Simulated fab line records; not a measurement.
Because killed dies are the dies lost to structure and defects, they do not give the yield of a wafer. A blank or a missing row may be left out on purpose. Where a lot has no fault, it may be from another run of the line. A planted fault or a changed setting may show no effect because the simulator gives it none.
Which tool did it? + flow sky130 + 11 lots, 33 wafers sampled, at 6 steps of a route of 708

## WHAT EACH GAUGE READ, for each wafer
SKY_SONOS_TUNNEL_CD_MEAS_07 targets a cd of 410 nm. Usual: 410.2 nm for cdNm, sd 2.
| lot  | measured     | on       | cdNm (nm)         | flag |
|------|--------------|----------|-------------------|------|
| L482 | day 11 03:39 | cdSem-02 | 408.2 407.4 407.1 |      |
| L483 | day 11 19:46 | cdSem-02 | 411.2 411.4 413.4 |      |
| L484 | day 12 02:47 | cdSem-01 | 411.9 408.1 410.1 |      |
| L485 | day 12 05:19 | cdSem-01 | 410.2 410.0 408.6 |      |
| L486 | day 12 18:36 | cdSem-02 | 412.1 412.1 412.8 |      |
| L488 | day 13 10:20 | cdSem-01 | 404.8 407.5 409.8 |      |
| L490 | day 14 02:23 | cdSem-02 | 410.3 411.4 409.6 |      |
| L491 | day 14 05:38 | cdSem-02 | 407.8 409.2 408.8 |      |
| L493 | day 14 23:11 | cdSem-02 | 411.3 413.6 412.5 |      |
| L501 | day 17 16:20 | cdSem-02 | 408.4 407.2 408.6 |      |
| L502 | day 17 23:35 | cdSem-01 | 408.6 409.9 406.6 |      |

SKY_GATE_OXIDE_THK_MEAS_02. Usual: GATE_OXIDE_OXIDATION_00_THK gives 10.18 nm (standard deviation 0.23).
| lot  | measured     | on           | GATE_OXIDE_OXIDATION_00_THK (nm) | flag |
|------|--------------|--------------|----------------------------------|------|
| L482 | day 12 13:17 | filmMetro-01 | 10.20 10.22 10.43                |      |
| L483 | day 13 05:55 | filmMetro-03 | 10.01 9.87 9.82                  |      |
| L484 | day 13 10:42 | filmMetro-02 | 10.33 10.24 10.26                |      |
| L485 | day 13 12:35 | filmMetro-03 | 9.69 9.68 9.57                   |      |
| L486 | day 14 03:37 | filmMetro-03 | 10.34 10.20 10.22                |      |
| L488 | day 14 23:45 | filmMetro-03 | 10.04 9.98 9.98                  |      |
| L490 | day 15 12:36 | filmMetro-01 | 10.20 10.13 10.23                |      |
| L491 | day 15 15:14 | filmMetro-02 | 10.51 10.46 10.41                |      |
| L493 | day 16 10:37 | filmMetro-01 | 10.26 10.29 10.11                |      |
| L501 | day 19 07:08 | filmMetro-02 | 10.17 10.08 10.22                |      |
| L502 | day 19 16:49 | filmMetro-03 | 10.02 10.05 10.00                |      |

SKY_SPACER_THK_MEAS_01. Usual: SPACER_CVD_00_THK gives 43.1 nm (standard deviation 0.35).
| lot  | measured     | on           | SPACER_CVD_00_THK (nm) | flag |
|------|--------------|--------------|------------------------|------|
| L482 | day 22 21:23 | filmMetro-02 | 42.7 42.6 42.8         |      |
| L483 | day 23 11:16 | filmMetro-02 | 43.0 43.1 42.9         |      |
| L484 | day 23 16:17 | filmMetro-03 | 43.0 43.0 42.9         |      |
| L485 | day 23 20:04 | filmMetro-02 | 42.7 43.2 43.1         |      |
| L486 | day 24 18:47 | filmMetro-03 | 43.2 43.1 43.4         |      |
| L488 | day 25 09:37 | filmMetro-03 | 42.5 42.9 42.7         |      |
| L490 | day 26 00:56 | filmMetro-02 | 42.9 43.3 43.0         |      |
| L491 | day 26 06:05 | filmMetro-03 | 43.0 43.3 42.9         |      |
| L493 | day 26 23:53 | filmMetro-03 | 43.7 43.9 43.8         |      |
| L501 | day 29 18:53 | filmMetro-02 | 56.5 56.5 56.7         | OFF  |
| L502 | day 29 23:35 | filmMetro-01 | 56.0 55.8 56.0         | OFF  |

SKY_RES_XHIGH_TW_MEAS_09. Usual: RES_XHIGH_TW gives 1626 (standard deviation 8).
| lot  | measured     | on           | RES_XHIGH_TW   | flag |
|------|--------------|--------------|----------------|------|
| L482 | day 26 14:14 | filmMetro-02 | 1631 1625 1636 |      |
| L483 | day 27 04:41 | filmMetro-02 | 1627 1633 1639 |      |
| L484 | day 27 09:20 | filmMetro-01 | 1623 1647 1642 |      |
| L485 | day 27 12:33 | filmMetro-01 | 1640 1638 1639 |      |
| L486 | day 28 10:17 | filmMetro-04 | 1636 1629 1632 |      |
| L488 | day 29 01:00 | filmMetro-02 | 1613 1616 1619 |      |
| L490 | day 29 15:31 | filmMetro-04 | 1615 1608 1618 |      |
| L491 | day 29 20:29 | filmMetro-04 | 1615 1627 1626 |      |
| L493 | day 30 13:02 | filmMetro-01 | 1630 1628 1631 |      |
| L501 | day 33 06:00 | filmMetro-02 | 1629 1626 1629 |      |
| L502 | day 33 10:29 | filmMetro-04 | 1619           |      |

## WHICH TOOL RAN EACH LOT (tool, then ch and the chambers of the sampled wafers, then the start)
| lot  | SKY_SPACER_CVD_00           | SKY_SPACER_ETCHBACK_02            |
|------|-----------------------------|-----------------------------------|
| L482 | lpcvd-02 ch 0, day 22 19:34 | rieDiel-03 ch 0,2, day 22 21:26   |
| L483 | lpcvd-02 ch 0, day 23 10:02 | rieDiel-04 ch 0,1,3, day 23 11:19 |
| L484 | lpcvd-02 ch 0, day 23 15:05 | rieDiel-03 ch 0,1,3, day 23 16:21 |
| L485 | lpcvd-02 ch 0, day 23 18:50 | rieDiel-04 ch 0,1, day 23 20:07   |
| L486 | lpcvd-02 ch 0, day 24 17:34 | rieDiel-03 ch 0,1, day 24 18:50   |
| L488 | lpcvd-02 ch 1, day 25 08:23 | rieDiel-03 ch 0,2, day 25 09:40   |
| L490 | lpcvd-02 ch 1, day 25 23:42 | rieDiel-01 ch 0,1,3, day 26 00:59 |
| L491 | lpcvd-02 ch 1, day 26 04:53 | rieDiel-03 ch 0,1,2, day 26 06:09 |
| L493 | lpcvd-02 ch 0, day 26 22:41 | rieDiel-01 ch 0,1,2, day 26 23:57 |
| L501 | lpcvd-02 ch 0, day 29 17:03 | rieDiel-01 ch 0,3, day 29 18:55   |
| L502 | lpcvd-02 ch 0, day 29 22:23 | rieDiel-01 ch 0,1,3, day 29 23:39 |
- SKY_SPACER_CVD_00: deposits Si3N4 from DCS/NH3, target thk 43.1 nm, time 740 s.
- SKY_SPACER_ETCHBACK_02: etches Si3N4 in CH3F/O2, stops on SiO2, time 46.7 s, target depth 45 nm.

## WHAT THE TOOLS THEMSELVES READ (means of the sampled wafers that have a number; where no wafer has one, the mark that the record gives instead)
SKY_SPACER_CVD_00. Usual: zonePowerBottomPct 21.73 %, standard deviation 0.27; zonePowerCentrePct 14.4 %, standard deviation 1.7; zonePowerUpperPct 13.5 %, standard deviation 1.3.
| lot  | tool     | zonePowerBottomPct (%) | zonePowerCentrePct (%) | zonePowerUpperPct (%) | flag |
|------|----------|------------------------|------------------------|-----------------------|------|
| L482 | lpcvd-02 | 21.69                  | 12.6                   | 14.7                  |      |
| L483 | lpcvd-02 | 21.65                  | 12.7                   | 14.9                  |      |
| L484 | lpcvd-02 | 21.43                  | 12.7                   | 14.9                  |      |
| L485 | lpcvd-02 | 21.46                  | 12.7                   | 14.8                  |      |
| L486 | lpcvd-02 | 21.38                  | 12.6                   | 14.7                  |      |
| L488 | lpcvd-02 | 21.86                  | 16.2                   | 12.2                  |      |
| L490 | lpcvd-02 | 22.04                  | 16.3                   | 12.2                  |      |
| L491 | lpcvd-02 | 21.64                  | 16.1                   | 12.2                  |      |
| L493 | lpcvd-02 | 21.76                  | 12.8                   | 15.0                  |      |
| L501 | lpcvd-02 | 21.76                  | 12.8                   | 14.8                  |      |
| L502 | lpcvd-02 | 21.73                  | 12.7                   | 14.7                  |      |

SKY_SPACER_ETCHBACK_02. Usual: ch3fFlowSccm 40.01 sccm, standard deviation 0.12; chamberPressureMTorr 25.002 mTorr, standard deviation 0.023; drypumpMotorCurrentA 5.7 A, standard deviation 0.39; oesProductAu 0.854 a.u., standard deviation 0.0063; throttleValvePct 10.562 %, standard deviation 0.0095.
| lot  | tool       | ch3fFlowSccm (sccm) | chamberPressureMTorr (mTorr) | drypumpMotorCurrentA (A) | oesProductAu (a.u.) | throttleValvePct (%) | flag |
|------|------------|---------------------|------------------------------|--------------------------|---------------------|----------------------|------|
| L482 | rieDiel-03 | 40.23               | 25.000                       | 5.9                      | 0.853               | 10.567               |      |
| L483 | rieDiel-04 | 39.95               | 24.984                       | 5.6                      | 0.855               | 10.567               |      |
| L484 | rieDiel-03 | 39.99               | 24.986                       | 5.8                      | 0.853               | 10.563               |      |
| L485 | rieDiel-04 | 40.12               | 24.998                       | 5.7                      | 0.854               | 10.558               |      |
| L486 | rieDiel-03 | 40.07               | 25.012                       | 6.1                      | 0.859               | 10.568               |      |
| L488 | rieDiel-03 | 40.09               | 25.014                       | 5.3                      | 0.849               | 10.551               |      |
| L490 | rieDiel-01 | 40.04               | 24.995                       | 5.9                      | 0.852               | 10.561               |      |
| L491 | rieDiel-03 | 40.15               | 25.004                       | 5.6                      | 0.852               | 10.560               |      |
| L493 | rieDiel-01 | 40.00               | 25.012                       | 5.7                      | 0.868               | 10.572               |      |
| L501 | rieDiel-01 | 39.96               | 24.997                       | 5.7                      | 1.002               | 10.579               | OFF  |
| L502 | rieDiel-01 | 39.95               | 25.005                       | 5.9                      | 0.984               | 10.588               | OFF  |

## THE ANSWER, worked out from the rows above alone
Rule: lot off if the mean of its wafers having a number is beyond 3 standard deviations from the usual mean. A lot without any number at a reading at which 4 lots or more have one is off too. The other lots that the step has rows for count as sound. First the gauges in route order, then the tools' own readings, where a lot's mean is used as printed above. The first step at which some lot is off is used, and at that step the reading that is off furthest; a lot without a number counts as furthest.
Off: L501, L502, at SKY_SPACER_THK_MEAS_01 (SPACER_CVD_00_THK).
If a tool, at a process step before that reading, ran all the lots that are off and no sound lot after the first of them, it fits. The gauges at SKY_SPACER_THK_MEAS_01 aren't tried: what is off there is off at SKY_SPACER_ETCHBACK_02 too, on other tools, and a gauge's error can't cause that. One fits: SKY_SPACER_CVD_00 on lpcvd-02. A fault onset in the window from L493 (day 26 22:41, its last sound lot) to L501 (day 29 17:03, its first lot off) fits.

## WHAT WAS PUT IN BY THE SIMULATOR
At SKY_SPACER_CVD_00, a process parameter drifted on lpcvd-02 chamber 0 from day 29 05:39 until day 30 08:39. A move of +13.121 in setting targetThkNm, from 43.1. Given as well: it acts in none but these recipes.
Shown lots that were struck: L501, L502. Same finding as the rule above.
